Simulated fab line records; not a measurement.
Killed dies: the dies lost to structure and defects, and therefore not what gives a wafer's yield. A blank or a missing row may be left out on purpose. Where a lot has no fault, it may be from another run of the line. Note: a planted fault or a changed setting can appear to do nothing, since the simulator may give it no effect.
What tool caused it? || flow sky130 || 12 lots with 36 wafers sampled at 4 steps, on a route of 708 steps

## WHAT EACH GAUGE READ, for each wafer
SKY_GATE_OXIDE_TW_MEAS_14.
{"lot": "L146", "measured": "day 13 16:10", "on": "film_metro-02", "GATE_OXIDE_TW": "225.2 226.8 224.6"}
{"lot": "L147", "measured": "day 14 04:15", "on": "film_metro-01", "GATE_OXIDE_TW": "223.7 223.4 223.3"}
{"lot": "L148", "measured": "day 14 09:08", "on": "film_metro-02", "GATE_OXIDE_TW": "225.4 225.8 225.4"}
{"lot": "L149", "measured": "day 14 13:59", "on": "film_metro-04", "GATE_OXIDE_TW": "226.0 225.8 226.5"}
{"lot": "L150", "measured": "day 15 06:30", "on": "film_metro-02", "GATE_OXIDE_TW": "222.5 222.6 222.8"}
{"lot": "L157", "measured": "day 18 12:31", "on": "film_metro-01", "GATE_OXIDE_TW": "249.6 248.0 249.2"}
{"lot": "L158", "measured": "day 18 13:04", "on": "film_metro-04", "GATE_OXIDE_TW": "250.0 248.3 248.8"}
{"lot": "L163", "measured": "day 20 02:30", "on": "film_metro-02", "GATE_OXIDE_TW": "224.3 224.4 223.9"}
{"lot": "L166", "measured": "day 21 04:28", "on": "film_metro-01", "GATE_OXIDE_TW": "224.6 224.8 225.1"}
{"lot": "L167", "measured": "day 21 13:03", "on": "film_metro-02", "GATE_OXIDE_TW": "224.3 224.1 224.2"}
{"lot": "L168", "measured": "day 21 19:51", "on": "film_metro-02", "GATE_OXIDE_TW": "223.0 224.6 223.4"}
{"lot": "L169", "measured": "day 22 03:09", "on": "film_metro-04", "GATE_OXIDE_TW": "225.3 225.6 225.3"}

SKY_METAL2_OVL_MEAS_16.
{"lot": "L146", "measured": "day 34 21:56", "on": "overlay-02", "METAL2_OVL (nm)": "-10 -12 -4"}
{"lot": "L147", "measured": "day 35 08:28", "on": "overlay-01", "METAL2_OVL (nm)": "-1 2 -1"}
{"lot": "L148", "measured": "day 35 17:58", "on": "overlay-01", "METAL2_OVL (nm)": "-1 0 4"}
{"lot": "L149", "measured": "day 35 19:37", "on": "overlay-01", "METAL2_OVL (nm)": "0 6 6"}
{"lot": "L150", "measured": "day 36 13:02", "on": "overlay-01", "METAL2_OVL (nm)": "-4 -5 2"}
{"lot": "L157", "measured": "day 39 10:23", "on": "overlay-02", "METAL2_OVL (nm)": "-9 -5 -6"}
{"lot": "L158", "measured": "day 39 13:49", "on": "overlay-02", "METAL2_OVL (nm)": "-6 -4 -2"}
{"lot": "L163", "measured": "day 40 12:05", "on": "overlay-02", "METAL2_OVL (nm)": "7 10 6"}
{"lot": "L166", "measured": "day 41 13:47", "on": "overlay-01", "METAL2_OVL (nm)": "7 8 10"}
{"lot": "L167", "measured": "day 41 18:46", "on": "overlay-01", "METAL2_OVL (nm)": "6 6 6"}
{"lot": "L168", "measured": "day 42 00:20", "on": "overlay-02", "METAL2_OVL (nm)": "1 5 5"}
{"lot": "L169", "measured": "day 42 02:05", "on": "overlay-02", "METAL2_OVL (nm)": "-7 -2 0"}

## WHICH TOOL RAN EACH LOT (tool, then ch and the chambers of the sampled wafers, then the start)
{"lot": "L146", "SKY_GATE_OXIDE_IMPLANT_11": "implanter-03 ch 0, day 13 15:49", "SKY_VIA1_CMP_24": "cmp-02 ch 1,2,3, day 33 18:58"}
{"lot": "L147", "SKY_GATE_OXIDE_IMPLANT_11": "implanter-01 ch 0, day 14 03:54", "SKY_VIA1_CMP_24": "cmp-02 ch 0,2,3, day 34 05:13"}
{"lot": "L148", "SKY_GATE_OXIDE_IMPLANT_11": "implanter-02 ch 0, day 14 08:47", "SKY_VIA1_CMP_24": "cmp-01 ch 0,1, day 34 15:37"}
{"lot": "L149", "SKY_GATE_OXIDE_IMPLANT_11": "implanter-02 ch 0, day 14 13:38", "SKY_VIA1_CMP_24": "cmp-01 ch 0,1, day 34 17:25"}
{"lot": "L150", "SKY_GATE_OXIDE_IMPLANT_11": "implanter-01 ch 0, day 15 06:08", "SKY_VIA1_CMP_24": "cmp-02 ch 0,1,3, day 35 09:54"}
{"lot": "L157", "SKY_GATE_OXIDE_IMPLANT_11": "implanter-03 ch 0, day 18 12:10", "SKY_VIA1_CMP_24": "cmp-02 ch 1,2, day 38 08:38"}
{"lot": "L158", "SKY_GATE_OXIDE_IMPLANT_11": "implanter-03 ch 0, day 18 12:42", "SKY_VIA1_CMP_24": "cmp-02 ch 0,1,3, day 38 12:16"}
{"lot": "L163", "SKY_GATE_OXIDE_IMPLANT_11": "implanter-01 ch 0, day 20 02:04", "SKY_VIA1_CMP_24": "cmp-01 ch 0,1,3, day 39 11:35"}
{"lot": "L166", "SKY_GATE_OXIDE_IMPLANT_11": "implanter-02 ch 0, day 21 04:08", "SKY_VIA1_CMP_24": "cmp-01 ch 2,3, day 40 13:20"}
{"lot": "L167", "SKY_GATE_OXIDE_IMPLANT_11": "implanter-02 ch 0, day 21 12:35", "SKY_VIA1_CMP_24": "cmp-01 ch 0,2,3, day 40 17:32"}
{"lot": "L168", "SKY_GATE_OXIDE_IMPLANT_11": "implanter-02 ch 0, day 21 19:31", "SKY_VIA1_CMP_24": "cmp-02 ch 0,1,3, day 41 00:28"}
{"lot": "L169", "SKY_GATE_OXIDE_IMPLANT_11": "implanter-02 ch 0, day 22 02:49", "SKY_VIA1_CMP_24": "cmp-02 ch 1,2, day 41 01:37"}
- SKY_GATE_OXIDE_IMPLANT_11
- SKY_VIA1_CMP_24: polishes, stops on SiO2, t overpolish 15 s, target thk 0 nm.

## WHAT THE TOOLS THEMSELVES READ (means of the sampled wafers that have a number; where no wafer has one, the mark that the record gives instead)
SKY_GATE_OXIDE_IMPLANT_11.
{"lot": "L146", "tool": "implanter-03", "dose_ions_cm2": 2.6e+12, "faraday_current_uA": 14.74}
{"lot": "L147", "tool": "implanter-01", "dose_ions_cm2": 2.6e+12, "faraday_current_uA": 14.55}
{"lot": "L148", "tool": "implanter-02", "dose_ions_cm2": 2.6e+12, "faraday_current_uA": 14.35}
{"lot": "L149", "tool": "implanter-02", "dose_ions_cm2": 2.6e+12, "faraday_current_uA": 14.87}
{"lot": "L150", "tool": "implanter-01", "dose_ions_cm2": 2.6e+12, "faraday_current_uA": 14.42}
{"lot": "L157", "tool": "implanter-03", "dose_ions_cm2": 3.7e+12, "faraday_current_uA": 21.07}
{"lot": "L158", "tool": "implanter-03", "dose_ions_cm2": 3.7e+12, "faraday_current_uA": 20.89}
{"lot": "L163", "tool": "implanter-01", "dose_ions_cm2": 2.6e+12, "faraday_current_uA": 14.70}
{"lot": "L166", "tool": "implanter-02", "dose_ions_cm2": 2.6e+12, "faraday_current_uA": 14.61}
{"lot": "L167", "tool": "implanter-02", "dose_ions_cm2": 2.6e+12, "faraday_current_uA": 14.82}
{"lot": "L168", "tool": "implanter-02", "dose_ions_cm2": 2.6e+12, "faraday_current_uA": 14.69}
{"lot": "L169", "tool": "implanter-02", "dose_ions_cm2": 2.6e+12, "faraday_current_uA": 14.88}

SKY_VIA1_CMP_24.
{"lot": "L146", "tool": "cmp-02", "motor_current_A (A)": 11.5, "overpolish_run_s (s)": 14.997, "slurry_flow_ml_min": 149.7, "time_to_endpoint_s (s)": 68.5}
{"lot": "L147", "tool": "cmp-02", "motor_current_A (A)": 10.9, "overpolish_run_s (s)": 15.002, "slurry_flow_ml_min": 150.0, "time_to_endpoint_s (s)": 65.3}
{"lot": "L148", "tool": "cmp-01", "motor_current_A (A)": 10.2, "overpolish_run_s (s)": 15.003, "slurry_flow_ml_min": 149.9, "time_to_endpoint_s (s)": 68.7}
{"lot": "L149", "tool": "cmp-01", "motor_current_A (A)": 10.6, "overpolish_run_s (s)": 14.997, "slurry_flow_ml_min": 150.3, "time_to_endpoint_s (s)": 69.6}
{"lot": "L150", "tool": "cmp-02", "motor_current_A (A)": 10.9, "overpolish_run_s (s)": 14.998, "slurry_flow_ml_min": 149.8, "time_to_endpoint_s (s)": 65.3}
{"lot": "L157", "tool": "cmp-02", "motor_current_A (A)": 10.9, "overpolish_run_s (s)": 15.005, "slurry_flow_ml_min": 150.6, "time_to_endpoint_s (s)": 62.3}
{"lot": "L158", "tool": "cmp-02", "motor_current_A (A)": 10.7, "overpolish_run_s (s)": 15.005, "slurry_flow_ml_min": 150.0, "time_to_endpoint_s (s)": 67.7}
{"lot": "L163", "tool": "cmp-01", "motor_current_A (A)": 11.5, "overpolish_run_s (s)": 14.999, "slurry_flow_ml_min": 149.0, "time_to_endpoint_s (s)": 71.2}
{"lot": "L166", "tool": "cmp-01", "motor_current_A (A)": 11.8, "overpolish_run_s (s)": 15.006, "slurry_flow_ml_min": 150.5, "time_to_endpoint_s (s)": 65.8}
{"lot": "L167", "tool": "cmp-01", "motor_current_A (A)": 11.4, "overpolish_run_s (s)": 15.001, "slurry_flow_ml_min": 149.5, "time_to_endpoint_s (s)": 65.3}
{"lot": "L168", "tool": "cmp-02", "motor_current_A (A)": 10.8, "overpolish_run_s (s)": 15.005, "slurry_flow_ml_min": 149.9, "time_to_endpoint_s (s)": 66.7}
{"lot": "L169", "tool": "cmp-02", "motor_current_A (A)": 11.0, "overpolish_run_s (s)": 15.006, "slurry_flow_ml_min": 149.6, "time_to_endpoint_s (s)": 67.2}

## THE ANSWER, worked out from the rows above alone
Rule: usual is defined by the lots themselves. Put in order of their means at a reading, lots are off if they are a third of the lots or fewer, leave a main group of 4 or more, and stand apart from it by a gap of 3 or more times the standard deviation of the main group's means; of several such gaps the widest counts. A main group is skipped when, at the precision printed for the reading in the tables above, its means are all equal. Also off: a lot with no number at a reading for which 4 or more lots have one. All remaining lots with rows at the step are treated as sound. First the gauges in route order, then the tools' own readings, where a lot's mean is used as printed above. The first step at which some lot is off is used, and at that step the reading that is off furthest; a lot without a number counts as furthest.
Off: at SKY_GATE_OXIDE_TW_MEAS_14 (GATE_OXIDE_TW), L157, L158. Main group: mean 224.6, sd 1.
If a tool, at a process step before that reading, ran all the lots that are off and no sound lot after the first of them, it fits. The gauges at SKY_GATE_OXIDE_TW_MEAS_14 aren't tried: what is off there is off at SKY_GATE_OXIDE_IMPLANT_11 too, on other tools, and a gauge's error can't cause that. One candidate fits, namely implanter-03 at SKY_GATE_OXIDE_IMPLANT_11. Its last sound lot is L146 (day 13 15:49), its first lot that is off L157 (day 18 12:10): a fault that began between those two fits.
The tool's own readings at SKY_GATE_OXIDE_IMPLANT_11 bear it out: on the lots that are off they differ by more than 5 times the standard deviation of the sound lots' means. dose_ions_cm2 reads 3.7e+12 there against 2.6e+12 on the sound lots; faraday_current_uA reads 20.98 there against 14.66 on the sound lots.

## WHAT WAS PUT IN BY THE SIMULATOR
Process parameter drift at SKY_GATE_OXIDE_IMPLANT_11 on implanter-03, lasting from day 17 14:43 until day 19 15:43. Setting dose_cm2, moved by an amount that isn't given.
Shown lots that were struck: L157, L158. Same finding as the rule above.
